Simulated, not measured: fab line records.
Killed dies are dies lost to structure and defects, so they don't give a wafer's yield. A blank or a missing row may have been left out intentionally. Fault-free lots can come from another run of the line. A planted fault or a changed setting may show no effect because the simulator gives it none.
Comparing a struck lot with a sound one | flow sky130 | 17 out of 708 route steps
Sound: these wafers, L781.2, L781.4, L781.6. Wafers L792.1, L792.3, L792.4 were the ones struck. The cause is given at the end.
Each step with rows lists, per side, the tool, then ch with its chambers, then its first start. Under that, the readings that differ: sound wafers | struck wafers | difference of the means | sigmas: that difference in standard deviations of wafers without a fault.
alike: same words and numbers on both sides, and readings whose means sit less than 2 such deviations apart. not compared: any withheld reading, any reading some wafer has no value for, any bound like >300 that may hide the same value, and any number with overlapping values for which the record gives no deviation.
The two part at a step that has a row with sigmas, a row that says differs or no value, or rows on one side only. Numbers that have no deviation but don't overlap get no sigmas and don't part them. Lack of a reading on every wafer of one side parts them only where that side has two or more wafers.

SKY_VT_ADJUST_HVTR_OVL_MEAS_08:
  sound on overlay-01 at day 12 14:17; struck on overlay-02 at day 16 01:17
  alike: VT_ADJUST_HVTR_OVL
following that, these wafers have no rows for 1 step: SKY_VT_ADJUST_HVTR_IMPLANT_09.
SKY_VT_ADJUST_HVTR_STRIP_10: strips in O2/N2.
  sound on plasma_asher-02 ch 0,1, day 12 14:28; struck on plasma_asher-02 ch 0,1, day 16 01:28
  alike: drypump_motor_current_A, oes_product_au, strip_time_to_endpoint_s
  not compared: rf_hours_counter_h
SKY_VT_ADJUST_HVTR_TW_MEAS_11:
  sound on film_metro-02 at day 12 14:34; struck on film_metro-02 at day 16 01:34
  alike: VT_ADJUST_HVTR_TW
then, 7 steps without rows for these wafers: SKY_VT_ADJUST_PCH_DEHYDRATE_00 (time 60 s); SKY_VT_ADJUST_PCH_HMDS_01 (prime time 60 s); SKY_VT_ADJUST_PCH_COAT_02 (resist thk 3000 nm); SKY_VT_ADJUST_PCH_SOFTBAKE_03; SKY_VT_ADJUST_PCH_EXPOSE_04 (exposes mask NWM, target cd 840 nm); SKY_VT_ADJUST_PCH_PEB_05; SKY_VT_ADJUST_PCH_DEVELOP_06 (develop time 60 s).
SKY_VT_ADJUST_PCH_OVL_MEAS_07:
  sound on overlay-01 at day 13 15:32; struck on overlay-01 at day 17 06:29
  reading                | sound        | struck         | difference | sigmas
  VT_ADJUST_PCH_OVL (nm) | -0.1 0.9 0.0 | -2.3 -2.2 -2.6 | -2.6       | -2
SKY_VT_ADJUST_PCH_IMPLANT_08:
  sound on implanter-04 ch 0, day 13 15:52; struck on implanter-01 ch 0, day 17 06:31
  reading            | sound                         | struck                        | difference | sigmas
  dose_ions_cm2      | 5.004e+11 5.004e+11 4.995e+11 | 1.798e+11 1.788e+11 1.787e+11 | -3.210e+11 | -99 or more
  faraday_current_uA | 2.84 2.79 2.85                | 1.01 1.00 1.01                | -1.82      | -35
SKY_VT_ADJUST_PCH_STRIP_09: strips in O2/N2.
  sound on plasma_asher-02 ch 0,1, day 13 15:59; struck on plasma_asher-03 ch 0,1, day 17 06:40
  alike: drypump_motor_current_A, oes_product_au, strip_time_to_endpoint_s
  not compared: rf_hours_counter_h
SKY_VT_ADJUST_PCH_TW_MEAS_10:
  sound on film_metro-01 at day 13 16:06; struck on film_metro-03 at day 17 06:46
  reading          | sound             | struck            | difference | sigmas
  VT_ADJUST_PCH_TW | 144.0 144.2 143.8 | 109.9 109.8 109.5 | -34.3      | -38
then, 1 step without rows for these wafers: SKY_SONOS_TUNNEL_DEHYDRATE_00 (time 60 s).
-- record jumps: 34 days separate the struck wafers' starts on either side; left off in module SONOS_TUNNEL, taken up again in module PAD_OPEN, whose first shown step is the route's number 708 --
SKY_PAD_OPEN_PROBE_99:
  sound on prober-02 at day 48 19:48; struck on prober-01 at day 50 22:35
  reading                                   | sound                         | struck                        | difference | sigmas
  model.etest.nfet_16v.r_on_ohm_um          | 1.401e+04 1.402e+04 1.406e+04 | 1.353e+04 1.369e+04 1.373e+04 | -3.800e+02 |
  model.etest.pfet_g5v0d10v5.r_on_ohm_um    | 4655 4708 4675                | 4879 4846 4916                | +201       |
  model.etest.pfet_g5v0d10v5.drive_ua_um    | 346.8 344.9 348               | 329 333.2 330.4               | -16        |
  model.etest.pfet_01v8_lvt.drive_ua_um     | 169.8 168.1 171.1             | 165 163.3 162.6               | -6         |
  model.etest.pfet_16v.drive_ua_um          | 242.2 244.8 243               | 240.8 241.3 239.2             | -2.9       |
  model.etest.pfet_01v8_mvt.drive_ua_um     | 155.2 153.8 156.5             | 143.5 141.8 140.9             | -13.1      |
  model.etest.pfet_01v8_lvt.off_log10_a_um  | -9.248 -9.254 -9.244          | -9.838 -9.973 -9.933          | -0.666     |
  model.etest.pfet_g5v0d10v5.off_log10_a_um | -12.61 -12.82 -12.44          | -13.46 -13.47 -13.51          | -0.86      |
  alike: killed_at_M0_to_M3, killed_at_M4_up, killed_at_contacts, killed_at_front_end, killed_at_other, killed_dies, killed_open, killed_short

## WHERE THEY PART
First at SKY_VT_ADJUST_PCH_OVL_MEAS_07; last, within this record, at SKY_VT_ADJUST_PCH_TW_MEAS_10. Later steps at which nothing parts them and some readings are alike: SKY_PAD_OPEN_PROBE_99.

WHY: the cause the simulator had injected
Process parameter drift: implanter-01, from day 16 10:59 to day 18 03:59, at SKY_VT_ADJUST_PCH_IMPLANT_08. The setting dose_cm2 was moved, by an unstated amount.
